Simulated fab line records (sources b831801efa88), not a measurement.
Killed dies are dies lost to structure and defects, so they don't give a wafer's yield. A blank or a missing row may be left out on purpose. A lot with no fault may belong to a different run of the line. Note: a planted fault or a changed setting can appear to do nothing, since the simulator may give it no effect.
A lot that was struck, set against a sound lot + flow gf180mcu + 14 steps out of a route of 602
Sound: the wafers L795.1, L795.2, L795.6. Wafers L798.3, L798.5, L798.6 were the ones struck. The cause is given at the end.
Each step with rows lists, per side, the tool, then ch with its chambers, then its first start. Under that, the readings that differ: sound wafers + struck wafers + difference of the means + sigmas: that difference in standard deviations of wafers without a fault.
alike: words and numbers the same on both sides, and readings whose means are apart by under 2 such deviations; not compared: readings that were withheld, readings missing a value for some wafer, numbers with overlapping values and no deviation given by the record, and bounds like >300 which may hide the same value.
A row with sigmas, a row that says differs or no value, or rows on one side alone: a step with any of these is where the two part. Numbers that have no deviation but don't overlap get no sigmas and don't part them. Lack of a reading on every wafer of one side parts them only where that side has two or more wafers.

first, 1 step without rows for these wafers: GF_CONTACT_CVD_00 (deposits SiO2, target thk 300 nm, time 50 s).
GF_CONTACT_THK_MEAS_01:
  sound on film_metro-04 at day 19 11:40; struck on film_metro-01 at day 20 08:30
  alike: CONTACT_CVD_00_THK
GF_CONTACT_CVD_02: deposits SiO2 from TEOS, target thk 860 nm, time 95.992 s.
  sound on pecvd-01 ch 0,1, day 19 11:44; struck on pecvd-03 ch 0,1, day 20 08:32
  alike: heater_power_outer_w, heater_power_w
GF_CONTACT_THK_MEAS_03:
  sound on film_metro-01 at day 19 11:48; struck on film_metro-04 at day 20 08:38
  alike: CONTACT_CVD_02_THK
GF_CONTACT_CMP_04: polishes SiO2.
  sound on cmp-01 ch 0,2, day 19 11:52; struck on cmp-02 ch 2,3, day 20 08:40
  alike: motor_current_A, time_to_endpoint_s
GF_CONTACT_BOW_MEAS_05:
  sound on film_metro-04 at day 19 12:10; struck on film_metro-01 at day 20 09:01
  alike: CONTACT_BOW
then, 6 steps without rows for these wafers: GF_CONTACT_DEHYDRATE_06 (time 60 s); GF_CONTACT_HMDS_07 (prime time 60 s); GF_CONTACT_COAT_08; GF_CONTACT_COAT_09 (resist thk 1000 nm); GF_CONTACT_SOFTBAKE_10 (time 60 s); GF_CONTACT_EXPOSE_11 (exposes mask Contact, target cd 220 nm).
GF_CONTACT_PEB_12: peb time 90 s.
  sound on litho_track-02 ch 0, day 20 11:52; struck on litho_track-01, day 21 08:49
  no value came back on the struck wafers for chill_plate_temp_C (C), exhaust_pa (Pa), resist_line_temp_C (C); on the sound wafers chill_plate_temp_C (C) reads 22.91 22.87 23.02
then, 1 step without rows for these wafers: GF_CONTACT_DEVELOP_13 (develop time 60 s).

== WHERE THEY PART ==
At GF_CONTACT_PEB_12 and nowhere else, as far as this record goes.

WHY: whatever the simulator had introduced
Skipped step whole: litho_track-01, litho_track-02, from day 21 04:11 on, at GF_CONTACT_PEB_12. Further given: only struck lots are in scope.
